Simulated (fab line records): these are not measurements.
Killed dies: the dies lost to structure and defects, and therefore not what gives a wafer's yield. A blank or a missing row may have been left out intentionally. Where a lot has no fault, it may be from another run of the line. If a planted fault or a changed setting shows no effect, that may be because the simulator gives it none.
Chamber matching -- flow gf180mcu -- pecvd-03 running GF_V4_CVD_02: 3 sister chambers
The step deposits SiO2 from TEOS, target thk 850 nm, time 94.851 s. 3 wafers are shown with their chamber, then 7 later ones without.

WAFERS, EACH WITH ITS CHAMBER
wafer,chamber,rfFwdPowerW (W)
L927.6,2,592.8
L929.1,1,594.5
L929.4,0,593.6

WAFERS WITHOUT THEIR CHAMBER
wafer,rfFwdPowerW (W)
L929.5,594.8
L938.2,594.8
L938.5,597.1
L938.6,593.8
L940.1,597.6
L940.3,598.5
L940.4,596.6

WHICH CHAMBER EACH ONE RAN IN
wafer,from the rows above,in truth
L929.5,can't be placed: 1 or 0 or 2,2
L938.2,can't be placed: 1 or 0 or 2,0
L938.5,can't be placed: 1 or 0 or 2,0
L938.6,can't be placed: 0 or 1 or 2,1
L940.1,can't be placed: 1 or 0 or 2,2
L940.3,can't be placed: 1 or 0 or 2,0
L940.4,can't be placed: 1 or 0 or 2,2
0 of 7 placed correctly. Unplaceable from these rows: 7, with the true chamber sitting among the candidates in 7. Number placed wrongly: 0.
How it was worked out, from the rows above alone: a wafer's distance from a chamber is the root of the sum, over the readings, of the square of ((its reading less the chamber's mean) divided by the reading's scatter). If the next closest chamber is less than 2 further off than the closest, the wafer can't be placed; otherwise it belongs to the closest. For every chamber, the mean is computed from those of its wafers that are shown. The scatter: root of mean squared gap, hidden wafer to nearest shown wafer, with one shown wafer a chamber.
